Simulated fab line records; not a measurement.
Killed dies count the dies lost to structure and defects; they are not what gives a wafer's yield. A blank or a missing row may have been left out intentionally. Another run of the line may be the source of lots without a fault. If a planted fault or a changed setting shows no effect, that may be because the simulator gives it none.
Comparing a struck lot with a sound one | flow gf180mcu | 19 steps out of a route of 602
Sound: the wafers L327.1, L327.2, L327.6. Wafers struck: L338.2, L338.3, L338.6. Last of all comes the cause.
Order at every step that has rows: each side's tool, ch and its chambers, its first start. Under that, the readings that differ: sound wafers | struck wafers | difference of the means | sigmas: that difference in standard deviations of wafers without a fault.
alike: a reading whose means differ by less than 2 such deviations, as well as words and numbers matching on both sides. not compared: withheld readings; readings where some wafer has no value; bounds like >300 that might hide an equal value; numbers whose values overlap and for which the record gives no deviation.
Wherever a step has rows on one side only, a row that says differs or no value, or a row with sigmas, the two part there. Non-overlapping numbers with no deviation appear without sigmas and do not part them. Lack of a reading on every wafer of one side parts them only where that side has two or more wafers.

first, 1 step without rows for these wafers: GF_CONTACT_CVD_00 (deposits SiO2, target thk 300 nm, time 50 s).
GF_CONTACT_THK_MEAS_01:
  struck on film-metro-01, day 19 09:05; sound on film-metro-01, day 15 13:08
  alike: CONTACT_CVD_00_THK
GF_CONTACT_CVD_02: deposits SiO2 from TEOS, target thk 860 nm, time 95.992 s.
  sound on pecvd-02 ch 0,2, day 15 13:12; struck on pecvd-01 ch 0,2, day 19 09:08
  alike: heater-power-w
GF_CONTACT_THK_MEAS_03:
  struck on film-metro-01, day 19 09:13; sound on film-metro-01, day 15 13:16
  alike: CONTACT_CVD_02_THK
GF_CONTACT_CMP_04: polishes SiO2.
  sound on cmp-02 ch 1,2,3, day 15 13:23; struck on cmp-01 ch 0,1,3, day 19 09:22
  alike: motor-current-A, time-to-endpoint-s
GF_CONTACT_BOW_MEAS_05:
  struck on film-metro-02, day 19 09:35; sound on film-metro-02, day 15 13:38
  alike: CONTACT_BOW
then, 6 steps without rows for these wafers: GF_CONTACT_DEHYDRATE_06 (time 60 s); GF_CONTACT_HMDS_07 (prime time 60 s); GF_CONTACT_COAT_08; GF_CONTACT_COAT_09 (resist thk 1000 nm); GF_CONTACT_SOFTBAKE_10 (time 60 s); GF_CONTACT_EXPOSE_11 (exposes mask Contact, target cd 220 nm).
GF_CONTACT_PEB_12: peb time 90 s.
  sound on litho-track-03 ch 0, day 16 11:11; struck on litho-track-01 ch 0, day 20 09:01
  reading                  | sound                | struck               | difference | sigmas
  heater-power-total-W (W) | 85.64 85.69 85.66    | 86.86 86.67 86.95    | +1.16      | +16
  plate-temp-C (C)         | 135.22 134.98 134.89 | 136.15 136.45 136.53 | +1.35      | +10
then, 1 step without rows for these wafers: GF_CONTACT_DEVELOP_13 (develop time 60 s).
GF_CONTACT_CD_MEAS_14 targets a cd of 220 nm.
  struck on cd-sem-01, day 20 09:20; sound on cd-sem-01, day 16 11:32
  reading    | sound             | struck            | difference | sigmas
  cd-nm (nm) | 219.0 219.5 219.9 | 223.4 221.8 223.1 | +3.3       | +2
GF_CONTACT_OVL_MEAS_15:
  struck on overlay-02, day 20 09:27; sound on overlay-02, day 16 11:40
  alike: CONTACT_OVL
GF_CONTACT_ETCH_16: etches BARC in N2/H2.
  sound on rie-diel-01 ch 0,1,2, day 16 11:41; struck on rie-diel-03 ch 1,2,3, day 20 09:29
  reading                  | sound             | struck          | difference | sigmas
  model.CONTACT.cd-nm (nm) | 219.5 219.8 220.2 | 224.1 222 222.6 | +3.1       |
  alike: drypump-motor-current-A, oes-product-au, throttle-valve-pct
GF_CONTACT_ETCH_17: etches SiO2 in C4F8/O2/Ar, stops on CoSi2, target depth 860 nm.
  sound: rie-diel-01 ch 0,1,2; struck: rie-diel-03 ch 1,2,3
  reading                  | sound             | struck            | difference | sigmas
  model.CONTACT.cd-nm (nm) | 219.5 220.6 218.8 | 223.5 221.4 223.2 | +3.1       |
  alike: oes-product-au
GF_CONTACT_STRIP_18: strips in O2/N2.
  sound on plasma-asher-02 ch 0,1, day 16 11:52; struck on plasma-asher-02 ch 0,1, day 20 09:38
  alike: drypump-motor-current-A, heater-power-w, oes-product-au
  not compared: rf-hours-counter-h

## WHERE THEY PART
Earliest at GF_CONTACT_PEB_12; latest, in this record, at GF_CONTACT_CD_MEAS_14. Later steps at which nothing parts them and some readings are alike: GF_CONTACT_OVL_MEAS_15, GF_CONTACT_ETCH_16, GF_CONTACT_ETCH_17, GF_CONTACT_STRIP_18.

WHY: what had been put in by the simulator
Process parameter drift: litho-track-01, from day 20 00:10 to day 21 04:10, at GF_CONTACT_PEB_12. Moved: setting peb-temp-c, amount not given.
